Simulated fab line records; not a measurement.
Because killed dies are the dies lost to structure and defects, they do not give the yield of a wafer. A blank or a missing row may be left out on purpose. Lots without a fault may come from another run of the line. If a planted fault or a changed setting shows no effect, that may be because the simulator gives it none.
Which of the tools did it? / flow sky130 / 36 wafers from 12 lots sampled at 3 of the route's 708 steps

## WHAT THE GAUGES SHOWED, per wafer
SKY_PWDE_TW_MEAS_10.
lot=L416; measured=day 3 21:51; on=filmMetro-04; PWDE_TW=374.6 376.4 375.7
lot=L417; measured=day 4 03:22; on=filmMetro-04; PWDE_TW=371.0 374.7 372.6
lot=L418; measured=day 4 09:25; on=filmMetro-04; PWDE_TW=374.6 371.1 373.6
lot=L419; measured=day 4 14:13; on=filmMetro-03; PWDE_TW=375.6 375.7 376.1
lot=L427; measured=day 6 11:04; on=filmMetro-01; PWDE_TW=369.6 369.0 371.1
lot=L428; measured=day 6 17:45; on=filmMetro-04; PWDE_TW=378.4 379.1 379.7
lot=L429; measured=day 6 22:48; on=filmMetro-01; PWDE_TW=370.6 371.6 370.8
lot=L430; measured=day 7 04:12; on=filmMetro-03; PWDE_TW=372.2 375.1 373.5
lot=L431; measured=day 7 07:00; on=filmMetro-03; PWDE_TW=374.7 373.6 374.6
lot=L437; measured=day 8 21:55; on=filmMetro-04; PWDE_TW=377.9 374.3 377.1
lot=L438; measured=day 9 03:24; on=filmMetro-01; PWDE_TW=371.4 372.4 371.9
lot=L439; measured=day 9 08:18; on=filmMetro-03; PWDE_TW=372.9 372.2 373.3

SKY_NWELL_TW_MEAS_26.
lot=L416; measured=day 5 09:48; on=filmMetro-01; NWELL_2_TW=492 493 493
lot=L417; measured=day 5 15:52; on=filmMetro-01; NWELL_2_TW=492 492 493
lot=L418; measured=day 5 21:17; on=filmMetro-03; NWELL_2_TW=497 495 496
lot=L419; measured=day 6 02:46; on=filmMetro-04; NWELL_2_TW=502 499 499
lot=L427; measured=day 8 02:29; on=filmMetro-03; NWELL_2_TW=496 496 498
lot=L428; measured=day 8 09:21; on=filmMetro-01; NWELL_2_TW=493 492 493
lot=L429; measured=day 8 16:19; on=filmMetro-01; NWELL_2_TW=492 493 494
lot=L430; measured=day 8 20:33; on=filmMetro-01; NWELL_2_TW=491 495 494
lot=L431; measured=day 9 00:49; on=filmMetro-03; NWELL_2_TW=492 491 494
lot=L437; measured=day 10 18:04; on=filmMetro-01; NWELL_2_TW=493 494 492
lot=L438; measured=day 11 00:36; on=filmMetro-03; NWELL_2_TW=497 498 499
lot=L439; measured=day 11 05:54; on=filmMetro-04; NWELL_2_TW=500 498 498

## WHICH TOOL RAN EACH LOT (tool, then ch and the chambers of the sampled wafers, then the start)
lot=L416; SKY_NWELL_STRIP_25=plasmaAsher-01 ch 0,1, day 5 09:42
lot=L417; SKY_NWELL_STRIP_25=plasmaAsher-03 ch 0,1, day 5 15:45
lot=L418; SKY_NWELL_STRIP_25=plasmaAsher-04 ch 0,1, day 5 21:10
lot=L419; SKY_NWELL_STRIP_25=plasmaAsher-03 ch 0,1, day 6 02:41
lot=L427; SKY_NWELL_STRIP_25=plasmaAsher-04 ch 0,1, day 8 02:23
lot=L428; SKY_NWELL_STRIP_25=plasmaAsher-01 ch 1, day 8 09:15
lot=L429; SKY_NWELL_STRIP_25=plasmaAsher-04 ch 0,1, day 8 16:13
lot=L430; SKY_NWELL_STRIP_25=plasmaAsher-01 ch 0,1, day 8 20:27
lot=L431; SKY_NWELL_STRIP_25=plasmaAsher-01 ch 0,1, day 9 00:43
lot=L437; SKY_NWELL_STRIP_25=plasmaAsher-04 ch 0,1, day 10 17:57
lot=L438; SKY_NWELL_STRIP_25=plasmaAsher-04 ch 0,1, day 11 00:30
lot=L439; SKY_NWELL_STRIP_25=plasmaAsher-01 ch 0,1, day 11 05:48
- SKY_NWELL_STRIP_25: strips in O2/N2.

## AS READ BY THE TOOLS THEMSELVES (means over the sampled wafers that have a number; for cases with no such wafer, the mark the record gives instead)
SKY_NWELL_STRIP_25.
lot=L416; tool=plasmaAsher-01; chamberPressureMTorr (mTorr)=1499.1; drypumpMotorCurrentA (A)=5.96; oesProductAu (a.u.)=0.722; stripTimeToEndpointS (s)=36.62
lot=L417; tool=plasmaAsher-03; chamberPressureMTorr (mTorr)=1499.7; drypumpMotorCurrentA (A)=5.69; oesProductAu (a.u.)=0.723; stripTimeToEndpointS (s)=36.60
lot=L418; tool=plasmaAsher-04; chamberPressureMTorr (mTorr)=1501.2; drypumpMotorCurrentA (A)=6.09; oesProductAu (a.u.)=0.725; stripTimeToEndpointS (s)=36.63
lot=L419; tool=plasmaAsher-03; chamberPressureMTorr (mTorr)=1499.2; drypumpMotorCurrentA (A)=5.70; oesProductAu (a.u.)=0.724; stripTimeToEndpointS (s)=36.80
lot=L427; tool=plasmaAsher-04; chamberPressureMTorr (mTorr)=1499.7; drypumpMotorCurrentA (A)=6.09; oesProductAu (a.u.)=0.724; stripTimeToEndpointS (s)=36.70
lot=L428; tool=plasmaAsher-01; chamberPressureMTorr (mTorr)=1499.5; drypumpMotorCurrentA (A)=5.43; oesProductAu (a.u.)=0.720; stripTimeToEndpointS (s)=36.61
lot=L429; tool=plasmaAsher-04; chamberPressureMTorr (mTorr)=1499.7; drypumpMotorCurrentA (A)=6.05; oesProductAu (a.u.)=0.726; stripTimeToEndpointS (s)=36.84
lot=L430; tool=plasmaAsher-01; chamberPressureMTorr (mTorr)=1501.1; drypumpMotorCurrentA (A)=5.97; oesProductAu (a.u.)=0.723; stripTimeToEndpointS (s)=36.79
lot=L431; tool=plasmaAsher-01; chamberPressureMTorr (mTorr)=1501.1; drypumpMotorCurrentA (A)=5.69; oesProductAu (a.u.)=0.723; stripTimeToEndpointS (s)=36.86
lot=L437; tool=plasmaAsher-04; chamberPressureMTorr (mTorr)=1500.2; drypumpMotorCurrentA (A)=6.09; oesProductAu (a.u.)=0.722; stripTimeToEndpointS (s)=36.75
lot=L438; tool=plasmaAsher-04; chamberPressureMTorr (mTorr)=1501.0; drypumpMotorCurrentA (A)=6.07; oesProductAu (a.u.)=0.720; stripTimeToEndpointS (s)=36.73
lot=L439; tool=plasmaAsher-01; chamberPressureMTorr (mTorr)=1498.5; drypumpMotorCurrentA (A)=5.71; oesProductAu (a.u.)=0.720; stripTimeToEndpointS (s)=36.66

## THE ANSWER, worked out from the rows above alone
Rule: what is usual is taken from the lots themselves. The widest of any qualifying gaps counts: lots, ordered by their means at a reading, are off when they make up no more than a third of the lots, leave a main group of 4 or more, and stand apart from it by 3 or more times the standard deviation of that group's means. If all means in a main group match to the digits the tables above print for the reading, that group is not used. A lot without any number at a reading at which 4 lots or more have one is off too. Where the step has rows for the other lots, those lots are counted as sound. First the gauges in route order, then the tools' own readings, where a lot's mean is used as printed above. The first step at which some lot is off is used, and at that step the reading that is off furthest; a lot without a number counts as furthest.
No lot is off at any reading shown: from this, nothing can be told.

## WHAT THE SIMULATOR HAD PUT IN
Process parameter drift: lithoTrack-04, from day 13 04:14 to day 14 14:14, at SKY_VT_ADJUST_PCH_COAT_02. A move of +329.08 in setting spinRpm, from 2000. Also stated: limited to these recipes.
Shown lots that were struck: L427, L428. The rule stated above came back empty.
